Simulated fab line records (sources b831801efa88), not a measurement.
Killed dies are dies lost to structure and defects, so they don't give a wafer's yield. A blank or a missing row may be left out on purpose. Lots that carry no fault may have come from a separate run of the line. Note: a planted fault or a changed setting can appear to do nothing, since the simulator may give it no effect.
fab line records / flow sky130 / part 2 of 2: steps 32 to 45 of 45
record lots=5 wafers=15 last_day=48
route steps=708 shown RES_PROTECT@210 POLY_GATE@213 LDD_N@237
lots untouched by any fault: they come from a run of this same line in which no faults occurred
start_h: hours from the record's opening day to when the first of the lot's shown wafers began / wait_h: hours since the lot's step before / " identical to the entry in the row above / L1.1+2: several wafers, shown together as one row / - no value, or no start was given / * or withheld: withheld / < > ~ a bound
route shown NAME@n: names a module that has steps shown in the file, with the first one's number in the route / usual: the fault-free wafers' mean and standard deviation / same: alike in all rows / chamber/n: place in a boat / sites: readings site by site / _std_site: the standard deviation of these / _edge_site: the outer-site mean with the inner-site mean subtracted / radius_mm: for every site, how far away it sits from the centre of the wafer / mask NAME#n: copy n / behind: the tool/chamber that last shaped the wafer / hold: why the lot was held/for how many hours/how that ended / device: transistor that didn't switch, given as n, p or np / end of line: tests of these same wafers at the route's end / a step with no rows: only its recipe / killed: dies that structure and defects cost at the first sort, which is not the same as the wafer's yield / map: dies across one wafer; x = killed, . = not, _ = none there
set.NAME: the setting as run; set.NAME@STEP: as run at that earlier step / model.NAME: the simulator's own value behind a step, which no gauge read
certain route steps with their lots: each step a table, each wafer a row
services: a tool's chamber out of use, with start hour (start_h, from the record's first day; less than 0 if before it), hours out, and reason
## steps
# step SKY_LDD_N_EXPOSE_04
# recipe mask_id=NTM target_cd_nm=840 na=0.6 source_shape=conventional sigma_outer=0.6 dose_mj=110
lot.wafer=L078.1+2+4 tool=iline_stepper-02 chamber=0 start_h=- wait_h=- mask=NTM#0
lot.wafer=L079.3+4+6 tool=iline_stepper-02 chamber=0 start_h=- wait_h=- mask=NTM#0
lot.wafer=L082.1+4+5 tool=iline_stepper-02 chamber=0 start_h=- wait_h=- mask=NTM#0
lot.wafer=L081.2+3+4 tool=iline_stepper-01 chamber=0 start_h=- wait_h=- mask=NTM#0
lot.wafer=L086.1+4+6 tool=iline_stepper-02 chamber=0 start_h=- wait_h=- mask=NTM#0
# step SKY_LDD_N_PEB_05
# recipe temp_c=withheld time_s=* resist=NOVOLAK
lot.wafer=L078.1+2+4 tool=litho_track-03 chamber=0 start_h=- wait_h=-
lot.wafer=L079.3+4+6 tool=litho_track-01 chamber=0 start_h=- wait_h=-
lot.wafer=L082.1+4+5 tool=litho_track-01 chamber=0 start_h=- wait_h=-
lot.wafer=L081.2+3+4 tool=litho_track-02 chamber=0 start_h=- wait_h=-
lot.wafer=L086.1+4+6 tool=litho_track-03 chamber=0 start_h=- wait_h=-
# step SKY_LDD_N_DEVELOP_06
# recipe develop_time_s=60 dev_temp_c=23
lot.wafer=L078.1+2+4 tool=litho_track-03 chamber=0 start_h=432.18 wait_h=0.1
lot.wafer=L079.3+4+6 tool=litho_track-01 chamber=0 start_h=445.66 wait_h=0.1
lot.wafer=L082.1+4+5 tool=litho_track-01 chamber=0 start_h=476.51 wait_h=0.1
lot.wafer=L081.2+3+4 tool=litho_track-02 chamber=0 start_h=477.70 wait_h=0.1
lot.wafer=L086.1+4+6 tool=litho_track-03 chamber=0 start_h=514.18 wait_h=0.1
# step SKY_LDD_N_OVL_MEAS_07
# usual LDD_N_OVL=-0.6/1.4
lot.wafer=L078.1 tool=overlay-02 chamber=- start_h=432.33 wait_h=0.1 LDD_N_OVL[nm]=1.2
lot.wafer=L078.2 tool=overlay-02 chamber=- start_h=432.33 wait_h=0.1 LDD_N_OVL[nm]=0.5
lot.wafer=L078.4 tool=overlay-02 chamber=- start_h=432.33 wait_h=0.1 LDD_N_OVL[nm]=1.0
lot.wafer=L079.3 tool=overlay-02 chamber=- start_h=445.77 wait_h=0.1 LDD_N_OVL[nm]=-0.4
lot.wafer=L079.4 tool=overlay-02 chamber=- start_h=445.77 wait_h=0.1 LDD_N_OVL[nm]=2.4
lot.wafer=L079.6 tool=overlay-02 chamber=- start_h=445.77 wait_h=0.1 LDD_N_OVL[nm]=-0.4
lot.wafer=L082.1 tool=overlay-02 chamber=- start_h=476.66 wait_h=0.1 LDD_N_OVL[nm]=-0.8
lot.wafer=L082.4 tool=overlay-02 chamber=- start_h=476.66 wait_h=0.1 LDD_N_OVL[nm]=-1.1
lot.wafer=L082.5 tool=overlay-02 chamber=- start_h=476.66 wait_h=0.1 LDD_N_OVL[nm]=-1.2
lot.wafer=L081.2 tool=overlay-02 chamber=- start_h=477.83 wait_h=0.1 LDD_N_OVL[nm]=-1.5
lot.wafer=L081.3 tool=overlay-02 chamber=- start_h=477.83 wait_h=0.1 LDD_N_OVL[nm]=1.8
lot.wafer=L081.4 tool=overlay-02 chamber=- start_h=477.83 wait_h=0.1 LDD_N_OVL[nm]=-1.5
lot.wafer=L086.1 tool=overlay-02 chamber=- start_h=514.33 wait_h=0.1 LDD_N_OVL[nm]=-1.1
lot.wafer=L086.4 tool=overlay-02 chamber=- start_h=514.33 wait_h=0.1 LDD_N_OVL[nm]=-1.5
lot.wafer=L086.6 tool=overlay-02 chamber=- start_h=514.33 wait_h=0.1 LDD_N_OVL[nm]=-1.5
# step SKY_LDD_N_IMPLANT_08
# recipe species=As energy_kev=20 dose_cm2=7.5e+13 tilt_deg=withheld rotation_deg=23
lot.wafer=L078.1+2+4 tool=implanter-03 chamber=0 start_h=432.37 wait_h=0.0
lot.wafer=L079.3+4+6 tool=implanter-04 chamber=0 start_h=445.84 wait_h=0.1
lot.wafer=L082.1+4+5 tool=implanter-04 chamber=0 start_h=476.69 wait_h=0.0
lot.wafer=L081.2+3+4 tool=implanter-04 chamber=0 start_h=477.92 wait_h=0.1
lot.wafer=L086.1+4+6 tool=implanter-03 chamber=0 start_h=514.37 wait_h=0.0
# step SKY_LDD_N_IMPLANT_09
# recipe species=As energy_kev=20 dose_cm2=7.5e+13 tilt_deg=withheld rotation_deg=113
lot.wafer=L078.1+2+4 tool=implanter-03 chamber=0 start_h=432.52 wait_h=0.1
lot.wafer=L079.3+4+6 tool=implanter-04 chamber=0 start_h=445.99 wait_h=0.1
lot.wafer=L082.1+4+5 tool=implanter-04 chamber=0 start_h=476.84 wait_h=0.1
lot.wafer=L081.2+3+4 tool=implanter-04 chamber=0 start_h=478.07 wait_h=0.1
lot.wafer=L086.1+4+6 tool=implanter-03 chamber=0 start_h=514.52 wait_h=0.1
# step SKY_LDD_N_IMPLANT_10
# recipe species=As energy_kev=20 dose_cm2=7.5e+13 tilt_deg=withheld rotation_deg=203
lot.wafer=L078.1+2+4 tool=implanter-03 chamber=0 start_h=432.67 wait_h=0.1
lot.wafer=L079.3+4+6 tool=implanter-04 chamber=0 start_h=446.14 wait_h=0.1
lot.wafer=L082.1+4+5 tool=implanter-04 chamber=0 start_h=476.99 wait_h=0.1
lot.wafer=L081.2+3+4 tool=implanter-04 chamber=0 start_h=478.22 wait_h=0.1
lot.wafer=L086.1+4+6 tool=implanter-03 chamber=0 start_h=514.67 wait_h=0.1
# step SKY_LDD_N_IMPLANT_11
# recipe species=As energy_kev=20 dose_cm2=7.5e+13 tilt_deg=withheld rotation_deg=293
lot.wafer=L078.1+2+4 tool=implanter-03 chamber=0 start_h=432.82 wait_h=0.1
lot.wafer=L079.3+4+6 tool=implanter-04 chamber=0 start_h=446.29 wait_h=0.1
lot.wafer=L082.1+4+5 tool=implanter-04 chamber=0 start_h=477.14 wait_h=0.1
lot.wafer=L081.2+3+4 tool=implanter-04 chamber=0 start_h=478.37 wait_h=0.1
lot.wafer=L086.1+4+6 tool=implanter-03 chamber=0 start_h=514.82 wait_h=0.1
# step SKY_LDD_N_IMPLANT_12
# recipe species=BF2 energy_kev=50 dose_cm2=5e+12 tilt_deg=30 rotation_deg=0
lot.wafer=L078.1+2+4 tool=implanter-03 chamber=0 start_h=432.97 wait_h=0.1
lot.wafer=L079.3+4+6 tool=implanter-04 chamber=0 start_h=446.44 wait_h=0.1
lot.wafer=L082.1+4+5 tool=implanter-04 chamber=0 start_h=477.29 wait_h=0.1
lot.wafer=L081.2+3+4 tool=implanter-04 chamber=0 start_h=478.52 wait_h=0.1
lot.wafer=L086.1+4+6 tool=implanter-03 chamber=0 start_h=514.97 wait_h=0.1
# step SKY_LDD_N_IMPLANT_13
# recipe species=BF2 energy_kev=50 dose_cm2=5e+12 tilt_deg=30 rotation_deg=90
lot.wafer=L078.1+2+4 tool=implanter-03 chamber=0 start_h=433.12 wait_h=0.1
lot.wafer=L079.3+4+6 tool=implanter-04 chamber=0 start_h=446.59 wait_h=0.1
lot.wafer=L082.1+4+5 tool=implanter-04 chamber=0 start_h=477.44 wait_h=0.1
lot.wafer=L081.2+3+4 tool=implanter-04 chamber=0 start_h=482.77 wait_h=4.2
lot.wafer=L086.1+4+6 tool=implanter-03 chamber=0 start_h=515.12 wait_h=0.1
# step SKY_LDD_N_IMPLANT_14
# recipe species=BF2 energy_kev=50 dose_cm2=5e+12 tilt_deg=30 rotation_deg=180
lot.wafer=L078.1+2+4 tool=implanter-03 chamber=0 start_h=433.27 wait_h=0.1
lot.wafer=L079.3+4+6 tool=implanter-04 chamber=0 start_h=446.74 wait_h=0.1
lot.wafer=L082.1+4+5 tool=implanter-04 chamber=0 start_h=477.59 wait_h=0.1
lot.wafer=L081.2+3+4 tool=implanter-04 chamber=0 start_h=482.92 wait_h=0.1
lot.wafer=L086.1+4+6 tool=implanter-03 chamber=0 start_h=515.27 wait_h=0.1
# step SKY_LDD_N_IMPLANT_15
# recipe species=BF2 energy_kev=50 dose_cm2=5e+12 tilt_deg=30 rotation_deg=270
lot.wafer=L078.1+2+4 tool=implanter-03 chamber=0 start_h=433.42 wait_h=0.1
lot.wafer=L079.3+4+6 tool=implanter-04 chamber=0 start_h=446.89 wait_h=0.1
lot.wafer=L082.1+4+5 tool=implanter-04 chamber=0 start_h=477.74 wait_h=0.1
lot.wafer=L081.2+3+4 tool=implanter-04 chamber=0 start_h=483.07 wait_h=0.1
lot.wafer=L086.1+4+6 tool=implanter-03 chamber=0 start_h=515.42 wait_h=0.1
# step SKY_LDD_N_STRIP_16
# recipe chemistry=O2/N2 power_w=1400 pressure_mtorr=1500 platen_temp_c=withheld o2_flow_sccm=3000 n2_flow_sccm=300 overash_fraction=0.5
# usual drypump_motor_current_A=5.52/0.26 oes_product_au=0.407/0.0053 strip_time_to_endpoint_s=4.320/0.014
lot.wafer=L078.1 tool=plasma_asher-01 chamber=1 start_h=433.57 wait_h=0.1 drypump_motor_current_A=5.54 oes_product_au=0.410 rf_hours_counter_h=61 strip_time_to_endpoint_s=4.335
lot.wafer=L078.2 tool=plasma_asher-01 chamber=0 start_h=433.57 wait_h=0.1 drypump_motor_current_A=5.29 oes_product_au=0.402 rf_hours_counter_h=61 strip_time_to_endpoint_s=4.336
lot.wafer=L078.4 tool=plasma_asher-01 chamber=1 start_h=433.57 wait_h=0.1 drypump_motor_current_A=5.56 oes_product_au=0.399 rf_hours_counter_h=- strip_time_to_endpoint_s=4.348
lot.wafer=L079.3 tool=plasma_asher-03 chamber=1 start_h=447.03 wait_h=0.1 drypump_motor_current_A=5.44 oes_product_au=0.405 rf_hours_counter_h=- strip_time_to_endpoint_s=4.307
lot.wafer=L079.4 tool=plasma_asher-03 chamber=0 start_h=447.03 wait_h=0.1 drypump_motor_current_A=5.73 oes_product_au=0.410 rf_hours_counter_h=- strip_time_to_endpoint_s=4.303
lot.wafer=L079.6 tool=plasma_asher-03 chamber=1 start_h=447.03 wait_h=0.1 drypump_motor_current_A=5.49 oes_product_au=0.409 rf_hours_counter_h=- strip_time_to_endpoint_s=4.299
lot.wafer=L082.1 tool=plasma_asher-01 chamber=0 start_h=477.89 wait_h=0.1 drypump_motor_current_A=5.32 oes_product_au=0.402 rf_hours_counter_h=66 strip_time_to_endpoint_s=4.291
lot.wafer=L082.4 tool=plasma_asher-01 chamber=0 start_h=477.89 wait_h=0.1 drypump_motor_current_A=5.31 oes_product_au=0.409 rf_hours_counter_h=- strip_time_to_endpoint_s=4.294
lot.wafer=L082.5 tool=plasma_asher-01 chamber=0 start_h=477.89 wait_h=0.1 drypump_motor_current_A=5.31 oes_product_au=0.404 rf_hours_counter_h=- strip_time_to_endpoint_s=4.324
lot.wafer=L081.2 tool=plasma_asher-02 chamber=1 start_h=483.19 wait_h=0.1 drypump_motor_current_A=5.08 oes_product_au=0.410 rf_hours_counter_h=5 strip_time_to_endpoint_s=4.329
lot.wafer=L081.3 tool=plasma_asher-02 chamber=1 start_h=483.19 wait_h=0.1 drypump_motor_current_A=5.07 oes_product_au=0.413 rf_hours_counter_h=- strip_time_to_endpoint_s=4.314
lot.wafer=L081.4 tool=plasma_asher-02 chamber=0 start_h=483.19 wait_h=0.1 drypump_motor_current_A=5.86 oes_product_au=0.409 rf_hours_counter_h=- strip_time_to_endpoint_s=4.327
lot.wafer=L086.1 tool=plasma_asher-03 chamber=0 start_h=515.57 wait_h=0.1 drypump_motor_current_A=5.74 oes_product_au=0.410 rf_hours_counter_h=80 strip_time_to_endpoint_s=4.339
lot.wafer=L086.4 tool=plasma_asher-03 chamber=0 start_h=515.57 wait_h=0.1 drypump_motor_current_A=5.75 oes_product_au=0.421 rf_hours_counter_h=- strip_time_to_endpoint_s=4.328
lot.wafer=L086.6 tool=plasma_asher-03 chamber=0 start_h=515.57 wait_h=0.1 drypump_motor_current_A=5.77 oes_product_au=0.411 rf_hours_counter_h=- strip_time_to_endpoint_s=4.334
# step SKY_LDD_N_TW_MEAS_17
# usual LDD_N_TW=2582/29
lot.wafer=L078.1 tool=film_metro-03 chamber=- start_h=433.67 wait_h=0.1 LDD_N_TW=2542
lot.wafer=L078.2 tool=film_metro-03 chamber=- start_h=433.67 wait_h=0.1 LDD_N_TW=2542
lot.wafer=L078.4 tool=film_metro-03 chamber=- start_h=433.67 wait_h=0.1 LDD_N_TW=2537
lot.wafer=L079.3 tool=film_metro-01 chamber=- start_h=447.11 wait_h=0.1 LDD_N_TW=2598
lot.wafer=L079.4 tool=film_metro-01 chamber=- start_h=447.11 wait_h=0.1 LDD_N_TW=2601
lot.wafer=L079.6 tool=film_metro-01 chamber=- start_h=447.11 wait_h=0.1 LDD_N_TW=2617
lot.wafer=L082.1 tool=film_metro-04 chamber=- start_h=477.99 wait_h=0.1 LDD_N_TW=2616
lot.wafer=L082.4 tool=film_metro-04 chamber=- start_h=477.99 wait_h=0.1 LDD_N_TW=2619
lot.wafer=L082.5 tool=film_metro-04 chamber=- start_h=477.99 wait_h=0.1 LDD_N_TW=2615
lot.wafer=L081.2 tool=film_metro-04 chamber=- start_h=483.30 wait_h=0.1 LDD_N_TW=2612
lot.wafer=L081.3 tool=film_metro-04 chamber=- start_h=483.30 wait_h=0.1 LDD_N_TW=2620
lot.wafer=L081.4 tool=film_metro-04 chamber=- start_h=483.30 wait_h=0.1 LDD_N_TW=2600
lot.wafer=L086.1 tool=film_metro-03 chamber=- start_h=515.67 wait_h=0.1 LDD_N_TW=2551
lot.wafer=L086.4 tool=film_metro-03 chamber=- start_h=515.67 wait_h=0.1 LDD_N_TW=2561
lot.wafer=L086.6 tool=film_metro-03 chamber=- start_h=515.67 wait_h=0.1 LDD_N_TW=2560
## services
tool=iline_stepper-02 chamber=- start_h=339.56 hours=1.0 kind=repair
tool=plasma_asher-01 chamber=- start_h=341.27 hours=2.0 kind=repair
tool=krf_scanner-02 chamber=- start_h=348.81 hours=0.8 kind=pm
tool=iline_stepper-01 chamber=- start_h=378.22 hours=2.6 kind=repair
tool=iline_stepper-02 chamber=- start_h=380.90 hours=1.7 kind=pm
tool=rie_diel-04 chamber=1 start_h=391.57 hours=15.4 kind=repair
tool=furnace-01 chamber=- start_h=394.18 hours=3.3 kind=pm
tool=rie_diel-04 chamber=3 start_h=395.09 hours=4.6 kind=repair
tool=krf_scanner-02 chamber=- start_h=398.90 hours=3.6 kind=pm
tool=implanter-04 chamber=- start_h=404.03 hours=3.2 kind=repair
tool=wet_bench-02 chamber=- start_h=420.95 hours=1.5 kind=repair
tool=furnace-01 chamber=- start_h=423.59 hours=3.6 kind=pm
tool=krf_scanner-02 chamber=- start_h=433.92 hours=1.3 kind=pm
tool=krf_scanner-02 chamber=- start_h=442.83 hours=0.3 kind=repair
tool=rie_diel-04 chamber=0 start_h=446.31 hours=9.7 kind=repair
tool=plasma_asher-03 chamber=- start_h=468.31 hours=28.1 kind=pm
tool=furnace-01 chamber=- start_h=471.83 hours=8.2 kind=pm
tool=rie_diel-03 chamber=2 start_h=472.67 hours=6.0 kind=repair
tool=wet_bench-02 chamber=- start_h=473.38 hours=1.9 kind=pm
tool=rie_diel-04 chamber=2 start_h=483.63 hours=42.0 kind=repair
tool=rie_diel-03 chamber=1 start_h=487.13 hours=9.6 kind=repair
tool=lpcvd-02 chamber=- start_h=495.00 hours=2.3 kind=repair
tool=plasma_asher-01 chamber=- start_h=495.49 hours=3.4 kind=repair
tool=plasma_asher-03 chamber=- start_h=510.57 hours=2.8 kind=pm
